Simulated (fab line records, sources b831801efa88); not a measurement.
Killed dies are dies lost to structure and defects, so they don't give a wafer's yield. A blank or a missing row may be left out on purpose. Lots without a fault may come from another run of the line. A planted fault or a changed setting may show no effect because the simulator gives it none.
fab line records | flow sfq_line
record lots=5 wafers=27
route steps=325 shown INCOMING@2 M0@29 I0@43 M1@69 M2@100 M3@119 I3@144
start_h: hours from the record's first day to the start of the lot's first wafer shown | wait_h: hours since the lot's step before | " the same as in the row above | L1.1+2: a row that stands for several wafers | - no value, or no start given | * or withheld: withheld | < > ~ a bound
route shown NAME@n: a module of which the file shows steps, and the number in the route of the first | usual: mean/standard deviation of fault-free wafers | same: alike in all rows | chamber/n: place in a boat | sites: the reading at each site | _std_site: their standard deviation | _edge_site: outer sites' mean less inner sites' | radius_mm: how far each site lies from the wafer's centre | mask NAME#n: copy n | behind: the tool/chamber that last shaped the wafer | hold: why the lot was held/for how many hours/how that ended | device: the transistor (n, p or np) that didn't switch | end of line: the same wafers' tests at the end of the route | a step without rows: its recipe alone | killed: dies lost to structure and defects at the first sort, not the wafer's yield | map: a wafer's dies, x killed, . not, _ none there
set.NAME: the setting as run; set.NAME@STEP: as run at that earlier step | model.NAME: the simulator's own value behind a step, which no gauge read
lots whose settings were changed on purpose; a table a step, a row a wafer
## steps
# step SFQ_TRILAYER_INCOMING_OXIDATION_002
# recipe temp_c=1000 ambient=H2O target_thk_a=5000 p_h2o_torr=720 ox_time_s=4939
# columns lot.wafer tool chamber start_h wait_h set.ox_time_s model.SiO2_of_TRILAYER_INCOMING_OXIDATION_002.thk_nm
L074.4 furnace-01 0 10.12 0.0 4939 506.1
L074.5 " 0 " " 4939 500
L074.6 " 0 " " 4939 510.4
L076.1 - - - 0.1 6143 573.3
L076.2 " - " " 6143 576.5
L076.3 " - " " 6143 573.7
L076.4 " - " " 6143 571.5
L076.5 " - " " 6143 579.8
L076.6 " - " " 6143 577.5
L078.1 - - - 0.1 2615 319.9
L078.2 " - " " 2615 311.2
L078.3 " - " " 2615 321.8
L078.4 " - " " 2615 317.2
L078.5 " - " " 2615 320
L078.6 " - " " 2615 312.5
L079.1 - - - 0.1 6428 592.9
L079.2 " - " " 6428 589.3
L079.3 " - " " 6428 597.6
L079.4 " - " " 6428 592
L079.5 " - " " 6428 588.5
L079.6 " - " " 6428 586.7
L084.1 - - - 0.1 3960 416.5
L084.2 " - " " 3960 409.3
L084.3 " - " " 3960 420
L084.4 " - " " 3960 412.9
L084.5 " - " " 3960 414.1
L084.6 " - " " 3960 410.6
# step SFQ_TRILAYER_M0_DEP_SPUTTER_019
# recipe material=Nb base_pressure_pa=1.33e-06 chamber_pressure_pa=0.1333 substrate_temp_c=20 resputter_cathode_voltage_v=400 target_thk_nm=200 power_w=2000 time_s=133.3
# columns lot.wafer tool chamber start_h wait_h set.time_s model.Nb_of_TRILAYER_M0_DEP_SPUTTER_019.thk_nm
L074.4 pvd_sputter-06 - 149.04 0.0 133.3 197.8
L074.5 " - " " 133.3 197.4
L074.6 " - " " 133.3 202.7
L076.1 pvd_sputter-06 - 168.49 0.0 197.4 291.8
L076.2 " - " " 133.3 203.4
L076.3 " - " " 197.4 298.1
L076.4 " - " " 197.4 296.4
L076.5 " - " " 133.3 201.9
L076.6 " - " " 133.3 196.7
L078.1 pvd_sputter-04 - 182.89 0.0 203.5 303.1
L078.2 " - " " 133.3 198.1
L078.3 " - " " 203.5 307.3
L078.4 " - " " 133.3 195.6
L078.5 " - " " 133.3 198.5
L078.6 " - " " 203.5 306.4
L079.1 pvd_sputter-03 - 197.30 0.0 104.2 157.7
L079.2 " - " " 104.2 154.4
L079.3 " - " " 133.3 199.2
L079.4 " - " " 133.3 198.2
L079.5 " - " " 133.3 197.9
L079.6 " - " " 104.2 154.5
L084.1 pvd_sputter-03 - 229.84 0.0 133.3 201.7
L084.2 " - " " 133.3 198.1
L084.3 " - " " 133.3 197
L084.4 " - " " 194.9 292
L084.5 " - " " 194.9 292.3
L084.6 " - " " 194.9 289.9
# step SFQ_M0_RS_MEAS_904
# recipe thk_meas_gauge=four-point-probe reads=Nb_of_TRILAYER_M0_DEP_SPUTTER_019
# usual M0_NB_RS=0.890/0.012
# columns lot.wafer tool chamber start_h wait_h set.time_s@TRILAYER_M0_DEP_SPUTTER_019 M0_NB_RS[ohm/sq]
L074.4 film_metro-04 - 149.19 0.1 133.3 0.898
L074.5 " - " " 133.3 0.899
L074.6 " - " " 133.3 0.876
L076.1 film_metro-03 - 168.58 0.0 197.4 0.609
L076.2 " - " " 133.3 0.875
L076.3 " - " " 197.4 0.595
L076.4 " - " " 197.4 0.599
L076.5 " - " " 133.3 0.882
L076.6 " - " " 133.3 0.906
L078.1 film_metro-04 - 182.98 0.0 203.5 0.585
L078.2 " - " " 133.3 0.898
L078.3 " - " " 203.5 0.575
L078.4 " - " " 133.3 0.910
L078.5 " - " " 133.3 0.895
L078.6 " - " " 203.5 0.578
L079.1 film_metro-01 - 197.39 0.0 104.2 1.131
L079.2 " - " " 104.2 1.154
L079.3 " - " " 133.3 0.893
L079.4 " - " " 133.3 0.898
L079.5 " - " " 133.3 0.898
L079.6 " - " " 104.2 1.154
L084.1 film_metro-04 - 229.93 0.0 133.3 0.881
L084.2 " - " " 133.3 0.897
L084.3 " - " " 133.3 0.902
L084.4 " - " " 194.9 0.607
L084.5 " - " " 194.9 0.605
L084.6 " - " " 194.9 0.611
# step SFQ_TRILAYER_M0_LITHO_COAT_026
# recipe resist=BARC spin_rpm=3000 resist_thk_nm=62
# step SFQ_TRILAYER_M0_BARC_OPEN_METAL_ETCH_031
# recipe mask_material=PR chemistry=O2 target_depth_nm=125 target=BARC icp_w=600 bias_w=78.34 pressure_mtorr=10 time_s=41.7
# step SFQ_TRILAYER_M0_ETCH_METAL_ETCH_024
# recipe target=Nb stop_on=SiO2 mask_material=PR chemistry=Cl2/Ar target_depth_nm=240 icp_w=600 bias_w=80 pressure_mtorr=10 time_s=120
# usual oes_product_au=0.895/0.0083
# columns lot.wafer tool chamber start_h wait_h set.time_s@TRILAYER_M0_DEP_SPUTTER_019 oes_product_au
L074.4 rie_metal-01 0 241.05 0.1 133.3 0.889
L074.5 " 0 " " 133.3 0.886
L074.6 " 1 " " 133.3 0.904
L076.1 rie_metal-01 1 268.61 0.0 197.4 1.010
L076.2 " 0 " " 133.3 0.900
L076.3 " 1 " " 197.4 1.008
L076.4 " 0 " " 197.4 1.007
L076.5 " 1 " " 133.3 0.902
L076.6 " 0 " " 133.3 0.880
L078.1 rie_metal-04 1 292.61 0.0 203.5 0.989
L078.2 " 0 " " 133.3 0.891
L078.3 " 1 " " 203.5 0.979
L078.4 " 0 " " 133.3 0.890
L078.5 " 1 " " 133.3 0.883
L078.6 " 0 " " 203.5 0.983
L079.1 rie_metal-01 1 307.01 0.0 104.2 0.783
L079.2 " 0 " " 104.2 0.772
L079.3 " 1 " " 133.3 0.890
L079.4 " 0 " " 133.3 0.892
L079.5 " 0 " " 133.3 0.886
L079.6 " 1 " " 104.2 0.772
L084.1 rie_metal-01 0 348.94 0.0 133.3 0.910
L084.2 " 1 " " 133.3 0.880
L084.3 " 0 " " 133.3 0.896
L084.4 " 1 " " 194.9 0.982
L084.5 " 0 " " 194.9 1.008
L084.6 " 1 " " 194.9 0.993
# step SFQ_TRILAYER_I0_DEP_PECVD_027
# recipe material=SiO2 temp_c=150 time_s=111.11 pressure_torr=2.4 rf_w=183.3 precursor=SiH4/N2O target_thk_nm=500
# columns lot.wafer tool chamber start_h wait_h set.time_s model.SiO2_of_TRILAYER_I0_DEP_PECVD_027.thk_nm
L074.4 pecvd-01 1 241.95 0.0 111.11 501.5
L074.5 " 2 " " 111.11 502.2
L074.6 " 0 " " 111.11 491.7
L076.1 pecvd-01 2 269.51 0.0 111.11 495.5
L076.2 " 0 " " 111.11 487.1
L076.3 " 1 " " 111.11 504.9
L076.4 " 2 " " 143.9 647.6
L076.5 " 1 " " 143.9 657.4
L076.6 " 0 " " 143.9 642.6
L078.1 pecvd-01 0 293.51 0.0 81.44 352
L078.2 " 2 " " 81.44 358
L078.3 " 1 " " 111.11 500
L078.4 " 1 " " 111.11 503
L078.5 " 2 " " 111.11 496
L078.6 " 0 " " 81.44 352.1
L079.1 pecvd-01 1 307.91 0.0 111.11 502.6
L079.2 " 2 " " 111.11 490.5
L079.3 " 0 " " 111.11 485.9
L079.4+5 " 2,0 " " 111.11 494.4
L079.6 " 1 " " 111.11 507.8
L084.1 pecvd-01 0 349.84 0.0 164.6 734.1
L084.2 " 1 " " 111.11 496.3
L084.3 " 2 " " 111.11 488.6
L084.4 " 2 " " 164.6 740.5
L084.5 " 1 " " 164.6 744.1
L084.6 " 0 " " 111.11 497.3
# step SFQ_TRILAYER_I0_CMP_CMP_028
# recipe material=SiO2 down_force_psi=3 platen_rpm=60.61 pad_velocity_m_s=0.94248
# usual time_to_endpoint_s=208/10
# columns lot.wafer tool chamber start_h wait_h set.time_s@TRILAYER_I0_DEP_PECVD_027 time_to_endpoint_s
L074.4 cmp-01 3 243.49 1.5 111.11 202
L074.5 " 0 " " 111.11 216
L074.6 " 1 " " 111.11 218
L076.1 cmp-01 0 270.29 0.7 111.11 215
L076.4 " 1 " " 143.9 321
L076.2 " 2 " " 111.11 209
L076.3 " 3 " " 111.11 205
L076.6 " 0 " " 143.9 316
L076.5 " 1 " " 143.9 336
L078.1 cmp-02 1 293.59 0.0 81.44 98
L078.4 " 2 " " 111.11 224
L078.2 " 3 " " 81.44 121
L078.3 " 0 " " 111.11 212
L078.6 " 1 " " 81.44 101
L078.5 " 2 " " 111.11 215
L079.1 cmp-02 0 310.58 2.6 111.11 210
L079.2 " 1 " " 111.11 194
L079.4 " 2 " " 111.11 221
L079.3 " 3 " " 111.11 209
L079.6 " 0 " " 111.11 208
L079.5 " 1 " " 111.11 202
L084.2 cmp-02 1 349.92 0.0 111.11 191
L084.3 " 2 " " 111.11 210
L084.1 " 3 " " 164.6 386
L084.4 " 0 " " 164.6 371
L084.5 " 1 " " 164.6 363
L084.6 " 2 " " 111.11 210
# step SFQ_TRILAYER_M1_BARC_OPEN_METAL_ETCH_054
# recipe mask_material=PR chemistry=O2 target_depth_nm=125 target=BARC icp_w=600 bias_w=80 pressure_mtorr=10 time_s=41.7
# usual oes_product_au=0.685/0.0044
# columns lot.wafer tool chamber start_h wait_h set.time_s oes_product_au model.KrF_of_TRILAYER_M1_LITHO_COAT_039.thk_nm
L074.4 rie_metal-03 0 512.08 0.0 41.7 0.683 522.8
L074.5 " 0 " " 41.7 0.684 521.7
L074.6 " 1 " " 41.7 0.688 521.8
L076.1 rie_metal-01 0 543.26 0.0 64.58 0.632 489.8
L076.2 " 1 " " 41.7 0.686 520
L076.3 " 0 " " 41.7 0.684 519.6
L076.4 " 1 " " 64.58 0.631 490.3
L076.5 " 0 " " 64.58 0.638 491.8
L076.6 " 1 " " 41.7 0.682 520.4
L078.1 rie_metal-01 0 571.38 0.0 41.7 0.692 521.2
L078.2 " 0 " " 29.02 0.813 537.1
L078.3 " 0 " " 41.7 0.692 518.6
L078.4 " 0 " " 41.7 0.682 520.2
L078.5 " 0 " " 29.02 0.810 536.5
L078.6 " 0 " " 29.02 0.816 537.7
L079.1 rie_metal-04 1 594.18 0.0 51.52 0.663 511.1
L079.2 " 0 " " 41.7 0.681 522.1
L079.3 " 1 " " 41.7 0.681 523.1
L079.4 " 0 " " 41.7 0.686 524.5
L079.5 " 0 " " 51.52 0.667 510.7
L079.6 " 1 " " 51.52 0.661 514
L084.1 rie_metal-01 0 644.58 0.0 17.09 1.007 553.4
L084.2 " 1 " " 41.7 0.679 522.5
L084.3 " 0 " " 17.09 1.012 554.7
L084.4 " 1 " " 41.7 0.682 523.7
L084.5 " 1 " " 17.09 0.999 552.9
L084.6 " 0 " " 41.7 0.682 523.6
# step SFQ_TRILAYER_M1_ETCH_METAL_ETCH_042
# recipe target=Nb stop_on=SiO2 mask_material=PR chemistry=Cl2/Ar target_depth_nm=240 icp_w=600 bias_w=80 pressure_mtorr=10 time_s=120
# columns lot.wafer tool chamber start_h wait_h set.time_s@TRILAYER_M1_BARC_OPEN_METAL_ETCH_054 model.KrF_of_TRILAYER_M1_LITHO_COAT_039.thk_nm
L074.4 rie_metal-03 0 512.16 0.1 41.7 380
L074.5 " 0 " " 41.7 378.8
L074.6 " 1 " " 41.7 380.5
L076.1 rie_metal-01 0 543.32 0.0 64.58 348
L076.2 " 1 " " 41.7 375.2
L076.3 " 0 " " 41.7 376.7
L076.4 " 1 " " 64.58 346
L076.5 " 0 " " 64.58 350.1
L076.6 " 1 " " 41.7 375.5
L078.1 rie_metal-01 0 571.50 0.1 41.7 380.9
L078.2 " 0 " " 29.02 396.3
L078.3 " 0 " " 41.7 377.6
L078.4 " 0 " " 41.7 379.6
L078.5 " 0 " " 29.02 396.1
L078.6 " 0 " " 29.02 397
L079.1 rie_metal-04 1 594.24 0.0 51.52 371.9
L079.2 " 0 " " 41.7 382
L079.3 " 1 " " 41.7 383
L079.4 " 0 " " 41.7 382.9
L079.5 " 0 " " 51.52 370.1
L079.6 " 1 " " 51.52 375.1
L084.1 rie_metal-01 0 644.64 0.0 17.09 410.4
L084.2 " 1 " " 41.7 382.6
L084.3 " 0 " " 17.09 411.6
L084.4 " 1 " " 41.7 383
L084.5 " 1 " " 17.09 412.7
L084.6 " 0 " " 41.7 381.5
# step SFQ_TRILAYER_M2_ETCH_METAL_ETCH_060
# recipe target=Nb stop_on=SiO2 mask_material=PR chemistry=Cl2/Ar target_depth_nm=240 icp_w=600 bias_w=80 pressure_mtorr=10 time_s=120
# columns lot.wafer tool chamber start_h wait_h set.time_s model.KrF_of_TRILAYER_M2_LITHO_COAT_057.thk_nm model.SiO2_of_TRILAYER_I1_DEP_PECVD_045.thk_nm
L074.4 rie_metal-02 0 834.71 0.1 120 379.1 195.8
L074.5 " 1 " " 120 383.4 194
L074.6 " 0 " " 120 378.6 193.4
L076.1 rie_metal-02 1 858.79 0.0 120 381 195.1
L076.2 " 0 " " 120 382.5 193.1
L076.3 " 0 " " 120 383.1 194.4
L076.4 " 1 " " 120 378.5 192.2
L076.5 " 1 " " 120 378.3 194.3
L076.6 " 0 " " 120 381 192
L078.1 rie_metal-01 0 888.79 0.0 120 381 193.7
L078.2 " 1 " " 120 377.1 193.9
L078.3 " 0 " " 120 379.7 192.8
L078.4 " 1 " " 120 377 190.1
L078.5 " 0 " " 120 380.5 194.4
L078.6 " 1 " " 120 373.7 192.8
L079.1 rie_metal-04 1 910.64 0.0 120 378.5 193.6
L079.2 " 0 " " 120 388.8 193.1
L079.3 " 1 " " 160.9 332.5 183.2
L079.4 " 0 " " 120 387.9 193.2
L079.5 " 1 " " 160.9 332.5 186.2
L079.6 " 0 " " 160.9 340 184.4
L084.1 rie_metal-01 1 957.44 0.0 150.8 343.9 186.5
L084.2 " 0 " " 150.8 347.7 186.7
L084.3 " 0 " " 120 383.7 189.1
L084.4 " 1 " " 150.8 344.8 185.4
L084.5 " 1 " " 120 382.8 191.5
L084.6 " 0 " " 120 385.5 192.8
# step SFQ_TRILAYER_M3_DEP_SPUTTER_073
# recipe material=Nb base_pressure_pa=1.33e-06 chamber_pressure_pa=0.1333 substrate_temp_c=20 resputter_cathode_voltage_v=400 target_thk_nm=200 power_w=2000 time_s=133.3
# columns lot.wafer tool chamber start_h wait_h set.time_s model.Nb_of_TRILAYER_M3_DEP_SPUTTER_073.thk_nm
L074.4 pvd_sputter-03 - 996.34 0.0 133.3 200.1
L074.5 " - " " 133.3 200.7
L074.6 " - " " 133.3 197.5
L076.1+6 pvd_sputter-05 - 1019.14 0.0 133.3 201.2
L076.2 " - " " 133.3 203.1
L076.3 " - " " 133.3 197.2
L076.4 " - " " 133.3 199.1
L076.5 " - " " 133.3 200.3
L078.1 pvd_sputter-06 - 1046.74 0.0 133.3 201.7
L078.2 " - " " 133.3 200
L078.3 " - " " 133.3 203.6
L078.4 " - " " 133.3 200.7
L078.5 " - " " 133.3 200.6
L078.6 " - " " 133.3 199.7
L079.1 pvd_sputter-05 - 1066.87 0.0 133.3 194.9
L079.2 " - " " 133.3 196
L079.3 " - " " 111 164.1
L079.4 " - " " 111 162.6
L079.5 " - " " 133.3 196.7
L079.6 " - " " 111 163.3
L084.1 pvd_sputter-06 - 1107.24 0.0 96.73 146.1
L084.2 " - " " 133.3 198.8
L084.3 " - " " 133.3 201.8
L084.4 " - " " 96.73 147.6
L084.5 " - " " 133.3 200
L084.6 " - " " 96.73 145.9
# step SFQ_M3_RS_MEAS_919
# recipe thk_meas_gauge=four-point-probe reads=Nb_of_TRILAYER_M3_DEP_SPUTTER_073
# usual M3_NB_RS=0.891/0.0097
# columns lot.wafer tool chamber start_h wait_h set.time_s@TRILAYER_M3_DEP_SPUTTER_073 M3_NB_RS[ohm/sq]
L074.4 film_metro-03 - 996.49 0.1 133.3 0.889
L074.5 " - " " 133.3 0.888
L074.6 " - " " 133.3 0.900
L076.1 film_metro-01 - 1019.23 0.0 133.3 0.885
L076.2 " - " " 133.3 0.875
L076.3 " - " " 133.3 0.902
L076.4 " - " " 133.3 0.893
L076.5 " - " " 133.3 0.889
L076.6 " - " " 133.3 0.886
L078.1 film_metro-03 - 1046.83 0.0 133.3 0.883
L078.2 " - " " 133.3 0.891
L078.3 " - " " 133.3 0.875
L078.4 " - " " 133.3 0.887
L078.5 " - " " 133.3 0.887
L078.6 " - " " 133.3 0.892
L079.1 film_metro-03 - 1066.96 0.0 133.3 0.914
L079.2 " - " " 133.3 0.908
L079.3 " - " " 111 1.086
L079.4 " - " " 111 1.097
L079.5 " - " " 133.3 0.907
L079.6 " - " " 111 1.093
L084.1 film_metro-01 - 1107.33 0.0 96.73 1.219
L084.2 " - " " 133.3 0.891
L084.3 " - " " 133.3 0.881
L084.4 " - " " 96.73 1.213
L084.5 " - " " 133.3 0.890
L084.6 " - " " 96.73 1.223
# step SFQ_TRILAYER_M3_LITHO_COAT_080
# recipe resist=BARC spin_rpm=3000 resist_thk_nm=62
# step SFQ_TRILAYER_M3_BARC_OPEN_METAL_ETCH_100
# recipe mask_material=PR chemistry=O2 target_depth_nm=125 target=BARC icp_w=600 bias_w=80 pressure_mtorr=10 time_s=41.7
# step SFQ_TRILAYER_M3_ETCH_METAL_ETCH_078
# recipe target=Nb stop_on=SiO2 mask_material=PR chemistry=Cl2/Ar target_depth_nm=240 icp_w=600 bias_w=80 pressure_mtorr=10 time_s=120
# usual oes_product_au=0.894/0.0073
# columns lot.wafer tool chamber start_h wait_h set.time_s@TRILAYER_M3_DEP_SPUTTER_073 oes_product_au
L074.4 rie_metal-04 1 999.14 0.2 133.3 0.898
L074.5 " 1 " " 133.3 0.892
L074.6 " 1 " " 133.3 0.889
L076.1 rie_metal-03 0 1021.76 0.0 133.3 0.896
L076.2 " 1 " " 133.3 0.901
L076.3 " 1 " " 133.3 0.889
L076.4 " 0 " " 133.3 0.893
L076.5 " 0 " " 133.3 0.898
L076.6 " 1 " " 133.3 0.894
L078.1 rie_metal-01 0 1050.21 0.0 133.3 0.896
L078.2 " 1 " " 133.3 0.894
L078.3 " 0 " " 133.3 0.901
L078.4 " 1 " " 133.3 0.896
L078.5 " 0 " " 133.3 0.900
L078.6 " 1 " " 133.3 0.889
L079.1 rie_metal-03 0 1069.61 0.0 133.3 0.881
L079.2 " 1 " " 133.3 0.883
L079.3 " 0 " " 111 0.796
L079.4 " 1 " " 111 0.789
L079.5 " 1 " " 133.3 0.885
L079.6 " 0 " " 111 0.804
L084.1 rie_metal-01 1 1252.10 0.0 96.73 0.760
L084.2 " 0 " " 133.3 0.892
L084.3 " 0 " " 133.3 0.899
L084.4 " 1 " " 96.73 0.761
L084.5 " 1 " " 133.3 0.895
L084.6 " 0 " " 96.73 0.748
# step SFQ_TRILAYER_I3_VIA_BARC_OPEN_VIA_ETCH_121
# recipe mask_material=PR chemistry=O2 target_depth_nm=125 target=BARC source_w=500 bias_w=80 pressure_mtorr=30 time_s=41.7
# usual oes_product_au=0.685/0.0034
# columns lot.wafer tool chamber start_h wait_h set.time_s oes_product_au model.KrF_of_TRILAYER_I3_VIA_LITHO_COAT_085.thk_nm
L074.4 rie_diel-01 0 1146.00 0.0 41.7 0.680 576
L074.5 " 0 " " 41.7 0.686 575.4
L074.6 " 1 " " 41.7 0.686 573.7
L076.1 rie_diel-04 3 1167.15 0.0 41.7 0.687 572.1
L076.2 " 2 " " 21.02 0.989 599.7
L076.3 " 1 " " 41.7 0.688 572
L076.4 " 0 " " 21.02 0.983 598.2
L076.5 " 2 " " 21.02 0.986 598.7
L076.6 " 3 " " 41.7 0.684 572.3
L078.1 rie_diel-03 1 1197.00 0.0 60.5 0.649 551.1
L078.2 " 3 " " 41.7 0.678 574.4
L078.3 " 0 " " 41.7 0.684 573.7
L078.4 " 2 " " 60.5 0.650 551.9
L078.5 " 0 " " 41.7 0.686 573.4
L078.6 " 3 " " 60.5 0.645 554.3
L079.1 rie_diel-04 3 1218.60 0.0 41.7 0.678 574
L079.2 " 1 " " 41.7 0.684 573.1
L079.3 " 2 " " 41.7 0.679 572
L079.4 " 0 " " 41.7 0.684 574.1
L079.5 " 1 " " 41.7 0.691 573.2
L079.6 " 0 " " 41.7 0.687 574.2
L084.1 rie_diel-04 3 1390.80 0.0 41.7 0.685 571.5
L084.2 " 2 " " 64.86 0.637 544.4
L084.3 " 0 " " 41.7 0.687 575.1
L084.4 " 1 " " 41.7 0.674 571.2
L084.5 " 1 " " 64.86 0.644 542.6
L084.6 " 0 " " 64.86 0.645 546.6
## key
split step=SFQ_TRILAYER_INCOMING_OXIDATION_002 setting=ox_time_s stated=4939 by=lot
response step=SFQ_TRILAYER_INCOMING_OXIDATION_002 reading=model.SiO2_of_TRILAYER_INCOMING_OXIDATION_002.thk_nm change=+3.59 per=1% r=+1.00
split step=SFQ_TRILAYER_M0_DEP_SPUTTER_019 setting=time_s stated=133.3 by=wafer
response step=SFQ_TRILAYER_M0_DEP_SPUTTER_019 reading=model.Nb_of_TRILAYER_M0_DEP_SPUTTER_019.thk_nm change=+2.01 per=1% r=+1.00
response step=SFQ_M0_RS_MEAS_904 reading=M0_NB_RS change=-0.00642 per=1% r=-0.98
response step=SFQ_TRILAYER_M0_ETCH_METAL_ETCH_024 reading=oes_product_au shape=bent at_lowest=0.776 at_stated=0.892 at_highest=0.984
split step=SFQ_TRILAYER_I0_DEP_PECVD_027 setting=time_s stated=111.11 by=wafer
response step=SFQ_TRILAYER_I0_DEP_PECVD_027 reading=model.SiO2_of_TRILAYER_I0_DEP_PECVD_027.thk_nm change=+5.19 per=1% r=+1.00
response step=SFQ_TRILAYER_I0_CMP_CMP_028 reading=time_to_endpoint_s change=* per=1% r=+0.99
split step=SFQ_TRILAYER_M1_BARC_OPEN_METAL_ETCH_054 setting=time_s stated=41.7 by=wafer
response step=SFQ_TRILAYER_M1_BARC_OPEN_METAL_ETCH_054 reading=oes_product_au shape=bent at_lowest=1.006 at_stated=0.684 at_highest=0.634
response step=SFQ_TRILAYER_M1_BARC_OPEN_METAL_ETCH_054 reading=model.KrF_of_TRILAYER_M1_LITHO_COAT_039.thk_nm change=-0.526 per=1% r=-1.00
response step=SFQ_TRILAYER_M1_ETCH_METAL_ETCH_042 reading=model.KrF_of_TRILAYER_M1_LITHO_COAT_039.thk_nm change=-0.503 per=1% r=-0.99
split step=SFQ_TRILAYER_M2_ETCH_METAL_ETCH_060 setting=time_s stated=120 by=wafer
response step=SFQ_TRILAYER_M2_ETCH_METAL_ETCH_060 reading=model.KrF_of_TRILAYER_M2_LITHO_COAT_057.thk_nm change=-1.48 per=1% r=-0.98
response step=SFQ_TRILAYER_M2_ETCH_METAL_ETCH_060 reading=model.SiO2_of_TRILAYER_I1_DEP_PECVD_045.thk_nm change=-0.233 per=1% r=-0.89
split step=SFQ_TRILAYER_M3_DEP_SPUTTER_073 setting=time_s stated=133.3 by=wafer
response step=SFQ_TRILAYER_M3_DEP_SPUTTER_073 reading=model.Nb_of_TRILAYER_M3_DEP_SPUTTER_073.thk_nm change=+1.95 per=1% r=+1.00
response step=SFQ_M3_RS_MEAS_919 reading=M3_NB_RS change=-0.0118 per=1% r=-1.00
response step=SFQ_TRILAYER_M3_ETCH_METAL_ETCH_078 reading=oes_product_au change=+0.0051 per=1% r=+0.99
split step=SFQ_TRILAYER_I3_VIA_BARC_OPEN_VIA_ETCH_121 setting=time_s stated=41.7 by=wafer
response step=SFQ_TRILAYER_I3_VIA_BARC_OPEN_VIA_ETCH_121 reading=oes_product_au shape=bent at_lowest=0.986 at_stated=0.684 at_highest=0.642
response step=SFQ_TRILAYER_I3_VIA_BARC_OPEN_VIA_ETCH_121 reading=model.KrF_of_TRILAYER_I3_VIA_LITHO_COAT_085.thk_nm change=-0.508 per=1% r=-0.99
